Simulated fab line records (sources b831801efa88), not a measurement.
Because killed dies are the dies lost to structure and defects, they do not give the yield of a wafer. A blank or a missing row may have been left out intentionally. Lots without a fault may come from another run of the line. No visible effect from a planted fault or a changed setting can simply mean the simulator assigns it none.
Which tool is to blame?	flow gf180mcu	24 lots, 72 wafers sampled, at 6 steps of a route of 602

== WHAT THE GAUGES READ, wafer by wafer ==
GF_V2_RS_MEAS_24: the measuring method here is four-point-probe. Usual: for V2_W_RS the level is 0.327 ohm/sq and the standard deviation is 0.0036.
lot	measured	on	V2_W_RS (ohm/sq)	flag
L074	day 20 05:38	film-metro-01	0.324 0.321 0.325	
L075	day 20 13:08	film-metro-04	0.327 0.328 0.328	
L076	day 21 01:51	film-metro-01	0.328 0.334 0.330	
L077	day 21 11:04	film-metro-01	0.330 0.329 0.332	
L078	day 21 18:56	film-metro-01	0.324 0.333 0.329	
L079	day 22 05:23	film-metro-04	0.326 0.332 0.323	
L080	day 22 14:35	film-metro-04	0.324 0.325 0.317	
L081	day 23 01:11	film-metro-04	0.330 0.325 0.334	
L082	day 23 12:04	film-metro-04	0.328 0.327 0.330	
L083	day 23 18:41	film-metro-03	0.332 0.327 0.329	
L084	day 24 01:31	film-metro-04	0.335 0.334 0.329	
L085	day 24 06:10	film-metro-03	0.328 0.329 0.328	
L086	day 24 15:14	film-metro-03	0.320 0.324 0.325	
L087	day 25 01:39	film-metro-04	0.324 0.328 0.331	
L088	day 25 10:31	film-metro-03	0.329 0.327 0.322	
L089	day 25 18:58	film-metro-04	0.326 0.332 0.326	
L090	day 25 22:04	film-metro-01	0.330 0.328 0.330	
L091	day 26 07:58	film-metro-01	0.335 0.329 0.327	
L092	day 26 14:49	film-metro-03	0.323 0.315 0.327	
L093	day 26 19:03	film-metro-01	0.327 0.323 0.320	
L094	day 27 03:53	film-metro-03	0.329 0.326 0.327	
L095	day 27 11:08	film-metro-03	0.329 0.330 0.326	
L096	day 27 15:52	film-metro-03	0.330 0.332 0.333	
L097	day 28 02:50	film-metro-04	0.329 0.325 0.326	

GF_TOP_METAL_THK_MEAS_06: measures by xrf. Usual: for TOP_METAL_ALCU_THK the level is 899 nm and the standard deviation is 14.
lot	measured	on	TOP_METAL_ALCU_THK (nm)	flag
L074	day 27 02:59	film-metro-04	917 905 918	
L075	day 27 11:44	film-metro-04	891 891 905	
L076	day 27 20:20	film-metro-02	927 923 912	
L077	day 28 03:26	film-metro-02	876 904 885	
L078	day 28 11:07	film-metro-02	888 903 886	
L079	day 28 20:02	film-metro-01	908 909 902	
L080	day 29 04:13	film-metro-02	909 907 906	
L081	day 29 12:09	film-metro-04	889 890 882	
L082	day 29 23:05	film-metro-04	893 875 893	
L083	day 30 02:47	film-metro-02	905 891 902	
L084	day 30 07:41	film-metro-04	907 903 901	
L085	day 30 12:16	film-metro-04	907 888 910	
L086	day 30 19:59	film-metro-02	893 917 915	
L087	day 31 03:32	film-metro-01	892 895 888	
L088	day 31 11:12	film-metro-02	909 910 905	
L089	day 31 17:55	film-metro-04	869 882 897	
L090	day 32 00:14	film-metro-01	886 882 881	
L091	day 32 05:43	film-metro-02	932 923 907	
L092	day 32 15:07	film-metro-02	906 921 922	
L093	day 32 14:22	film-metro-04	930 914 929	
L094	day 32 21:22	film-metro-04	887 879 899	
L095	day 33 03:11	film-metro-01	896 896 897	
L096	day 33 06:35	film-metro-01	885 897 897	
L097	day 33 16:23	film-metro-02	894 912 898	

== TOOL THAT RAN EACH LOT (tool first, then ch and the chambers of the sampled wafers, then the start) ==
lot	GF_M2_SPUTTER_00	GF_MIM_SPUTTER_04	GF_M5_STRIP_11	GF_TOP_METAL_SPUTTER_02
L074	pvd-sputter-03, day 18 01:44	pvd-sputter-02, day 24 07:02	plasma-asher-03 ch 0,1, day 26 03:10	pvd-sputter-02, day 27 02:46
L075	pvd-sputter-02, day 18 09:55	pvd-sputter-03, day 24 16:36	plasma-asher-03 ch 0,1, day 26 12:02	pvd-sputter-02, day 27 11:32
L076	pvd-sputter-03, day 18 22:31	pvd-sputter-03, day 25 02:13	plasma-asher-03 ch 0,1, day 26 21:11	pvd-sputter-01, day 27 20:06
L077	pvd-sputter-02, day 19 08:40	pvd-sputter-04, day 25 11:39	plasma-asher-02 ch 0,1, day 27 05:11	pvd-sputter-03, day 28 03:13
L078	pvd-sputter-02, day 19 15:55	pvd-sputter-03, day 25 18:56	plasma-asher-03 ch 0,1, day 27 12:31	pvd-sputter-02, day 28 10:55
L079	pvd-sputter-02, day 20 02:52	pvd-sputter-03, day 26 04:08	plasma-asher-02 ch 0,1, day 27 21:47	pvd-sputter-02, day 28 19:49
L080	pvd-sputter-03, day 20 13:19	pvd-sputter-04, day 26 11:57	plasma-asher-03 ch 0,1, day 28 04:54	pvd-sputter-01, day 29 04:00
L081	pvd-sputter-03, day 21 00:22	pvd-sputter-03, day 26 21:10	plasma-asher-02 ch 0,1, day 28 13:51	pvd-sputter-03, day 29 11:56
L082	pvd-sputter-03, day 21 11:00	pvd-sputter-04, day 27 07:32	plasma-asher-03 ch 0,1, day 28 22:44	pvd-sputter-03, day 29 22:52
L083	pvd-sputter-03, day 21 17:53	pvd-sputter-04, day 27 14:05	plasma-asher-03 ch 0,1, day 29 05:38	pvd-sputter-02, day 30 02:34
L084	pvd-sputter-03, day 22 01:19	pvd-sputter-03, day 27 19:17	plasma-asher-03 ch 0,1, day 29 10:47	pvd-sputter-01, day 30 07:29
L085	pvd-sputter-01, day 22 06:34	pvd-sputter-03, day 28 00:22	plasma-asher-04 ch 0,1, day 29 14:35	pvd-sputter-02, day 30 12:02
L086	pvd-sputter-01, day 22 15:16	pvd-sputter-04, day 28 08:48	plasma-asher-04 ch 0,1, day 29 23:26	pvd-sputter-02, day 30 19:46
L087	pvd-sputter-03, day 23 02:11	pvd-sputter-04, day 28 18:03	plasma-asher-03 ch 0,1, day 30 06:49	pvd-sputter-01, day 31 03:18
L088	pvd-sputter-02, day 23 11:31	pvd-sputter-03, day 29 01:14	plasma-asher-02 ch 0,1, day 30 14:24	pvd-sputter-02, day 31 10:59
L089	pvd-sputter-01, day 23 21:32	pvd-sputter-02, day 29 08:50	plasma-asher-02 ch 0,1, day 30 21:23	pvd-sputter-03, day 31 17:43
L090	pvd-sputter-02, day 24 00:58	pvd-sputter-04, day 29 12:33	plasma-asher-04 ch 0,1, day 31 03:05	pvd-sputter-03, day 32 00:01
L091	pvd-sputter-01, day 24 10:21	pvd-sputter-03, day 29 21:52	plasma-asher-03 ch 0,1, day 31 10:00	pvd-sputter-02, day 32 05:31
L092	pvd-sputter-01, day 24 17:02	pvd-sputter-02, day 30 07:50	plasma-asher-03 ch 0,1, day 31 19:26	pvd-sputter-02, day 32 14:55
L093	pvd-sputter-02, day 24 22:07	pvd-sputter-02, day 30 06:11	plasma-asher-03 ch 0, day 31 18:29	pvd-sputter-02, day 32 14:09
L094	pvd-sputter-01, day 25 07:49	pvd-sputter-02, day 30 13:54	plasma-asher-02 ch 0,1, day 32 01:47	pvd-sputter-03, day 32 21:10
L095	pvd-sputter-03, day 25 15:47	pvd-sputter-04, day 30 20:56	plasma-asher-02 ch 0, day 32 07:51	pvd-sputter-01, day 33 02:59
L096	pvd-sputter-03, day 25 20:17	pvd-sputter-03, day 31 01:17	plasma-asher-04 ch 0,1, day 32 11:31	pvd-sputter-01, day 33 06:22
L097	pvd-sputter-03, day 26 08:56	pvd-sputter-04, day 31 11:41	plasma-asher-02 ch 0,1, day 32 21:03	pvd-sputter-03, day 33 16:10
- GF_M2_SPUTTER_00: material Ti, target thk 37.5 nm, time 150 s.
- GF_MIM_SPUTTER_04: material TiN, target thk 50 nm, time 41.7 s.
- GF_M5_STRIP_11: strips in O2/N2.
- GF_TOP_METAL_SPUTTER_02: material AlCu, target thk 900 nm, time 47.82 s.

== WHAT THE TOOLS THEMSELVES READ (means of the sampled wafers that have a number; where no wafer has one, the mark that the record gives instead) ==
GF_M2_SPUTTER_00. Usual: 29.9 % for throttle-valve-pct, sd 0.97.
lot	tool	throttle-valve-pct (%)	flag
L074	pvd-sputter-03	30.2	
L075	pvd-sputter-02	30.3	
L076	pvd-sputter-03	29.8	
L077	pvd-sputter-02	29.1	
L078	pvd-sputter-02	29.0	
L079	pvd-sputter-02	28.6	
L080	pvd-sputter-03	30.9	
L081	pvd-sputter-03	30.1	
L082	pvd-sputter-03	30.5	
L083	pvd-sputter-03	30.2	
L084	pvd-sputter-03	30.8	
L085	pvd-sputter-01	29.3	
L086	pvd-sputter-01	29.6	
L087	pvd-sputter-03	30.6	
L088	pvd-sputter-02	28.8	
L089	pvd-sputter-01	29.6	
L090	pvd-sputter-02	29.0	
L091	pvd-sputter-01	29.6	
L092	pvd-sputter-01	29.3	
L093	pvd-sputter-02	29.3	
L094	pvd-sputter-01	30.0	
L095	pvd-sputter-03	30.9	
L096	pvd-sputter-03	30.7	
L097	pvd-sputter-03	30.6	

GF_MIM_SPUTTER_04. Usual: 30.1 % for throttle-valve-pct, sd 1.
lot	tool	throttle-valve-pct (%)	flag
L074	pvd-sputter-02	29.9	
L075	pvd-sputter-03	30.3	
L076	pvd-sputter-03	30.8	
L077	pvd-sputter-04	31.0	
L078	pvd-sputter-03	30.5	
L079	pvd-sputter-03	30.3	
L080	pvd-sputter-04	30.6	
L081	pvd-sputter-03	30.5	
L082	pvd-sputter-04	30.6	
L083	pvd-sputter-04	30.6	
L084	pvd-sputter-03	30.5	
L085	pvd-sputter-03	30.7	
L086	pvd-sputter-04	30.7	
L087	pvd-sputter-04	31.1	
L088	pvd-sputter-03	30.7	
L089	pvd-sputter-02	28.8	
L090	pvd-sputter-04	30.1	
L091	pvd-sputter-03	29.7	
L092	pvd-sputter-02	29.4	
L093	pvd-sputter-02	29.5	
L094	pvd-sputter-02	29.0	
L095	pvd-sputter-04	29.6	
L096	pvd-sputter-03	30.0	
L097	pvd-sputter-04	30.0	

GF_M5_STRIP_11. Usual: drypump-motor-current-A 5.8 A, standard deviation 0.52; heater-power-w 339 W, standard deviation 43; oes-product-au 0.545 a.u., standard deviation 0.0048; strip-time-to-endpoint-s 7.57 s, standard deviation 0.054.
lot	tool	drypump-motor-current-A (A)	heater-power-w (W)	oes-product-au (a.u.)	strip-time-to-endpoint-s (s)	flag
L074	plasma-asher-03	6.0	311	0.553	7.66	
L075	plasma-asher-03	6.0	312	0.544	7.55	
L076	plasma-asher-03	6.0	313	0.542	7.54	
L077	plasma-asher-02	6.1	392	0.547	7.54	
L078	plasma-asher-03	5.6	296	0.545	7.48	
L079	plasma-asher-02	6.1	397	0.541	7.55	
L080	plasma-asher-03	6.0	314	0.546	7.58	
L081	plasma-asher-02	6.0	370	0.539	7.52	
L082	plasma-asher-03	5.6	300	0.543	7.54	
L083	plasma-asher-03	6.0	317	0.541	7.55	
L084	plasma-asher-03	6.0	314	0.544	7.61	
L085	plasma-asher-04	5.3	356	0.545	7.62	
L086	plasma-asher-04	5.2	336	0.548	7.59	
L087	plasma-asher-03	5.9	313	0.549	7.56	
L088	plasma-asher-02	6.0	377	0.545	7.56	
L089	plasma-asher-02	6.1	395	0.544	7.56	
L090	plasma-asher-04	5.2	337	0.546	7.56	
L091	plasma-asher-03	6.0	312	0.543	7.53	
L092	plasma-asher-03	5.6	300	0.546	7.59	
L093	plasma-asher-03	6.4	334	0.546	7.55	
L094	plasma-asher-02	6.2	396	0.541	7.56	
L095	plasma-asher-02	5.8	350	0.544	7.57	
L096	plasma-asher-04	5.3	348	0.546	7.60	
L097	plasma-asher-02	6.1	399	0.541	7.56	

GF_TOP_METAL_SPUTTER_02. Usual: 29.7 % for throttle-valve-pct, sd 0.98.
lot	tool	throttle-valve-pct (%)	flag
L074	pvd-sputter-02	28.6	
L075	pvd-sputter-02	29.5	
L076	pvd-sputter-01	30.2	
L077	pvd-sputter-03	29.8	
L078	pvd-sputter-02	29.5	
L079	pvd-sputter-02	29.1	
L080	pvd-sputter-01	29.2	
L081	pvd-sputter-03	30.9	
L082	pvd-sputter-03	29.9	
L083	pvd-sputter-02	29.4	
L084	pvd-sputter-01	29.4	
L085	pvd-sputter-02	29.4	
L086	pvd-sputter-02	29.6	
L087	pvd-sputter-01	29.7	
L088	pvd-sputter-02	30.1	
L089	pvd-sputter-03	30.4	
L090	pvd-sputter-03	30.5	
L091	pvd-sputter-02	28.6	
L092	pvd-sputter-02	30.2	
L093	pvd-sputter-02	28.8	
L094	pvd-sputter-03	30.0	
L095	pvd-sputter-01	30.0	
L096	pvd-sputter-01	29.5	
L097	pvd-sputter-03	30.1	

== THE ANSWER, worked out from the rows above alone ==
Rule: a lot is off if the mean of its wafers that have a number lies more than 3 standard deviations from the usual mean. A lot without any number at a reading at which 4 lots or more have one is off too. All remaining lots with rows at the step are treated as sound. After the gauges, taken in route order, come the tools' own readings; for these a lot's mean is taken, as printed above. The first step at which some lot is off is used, and at that step the reading that is off furthest; a lot without a number counts as furthest.
Nothing can be told from this: no lot is off at any reading shown.

== WHAT THE SIMULATOR HAD INSERTED ==
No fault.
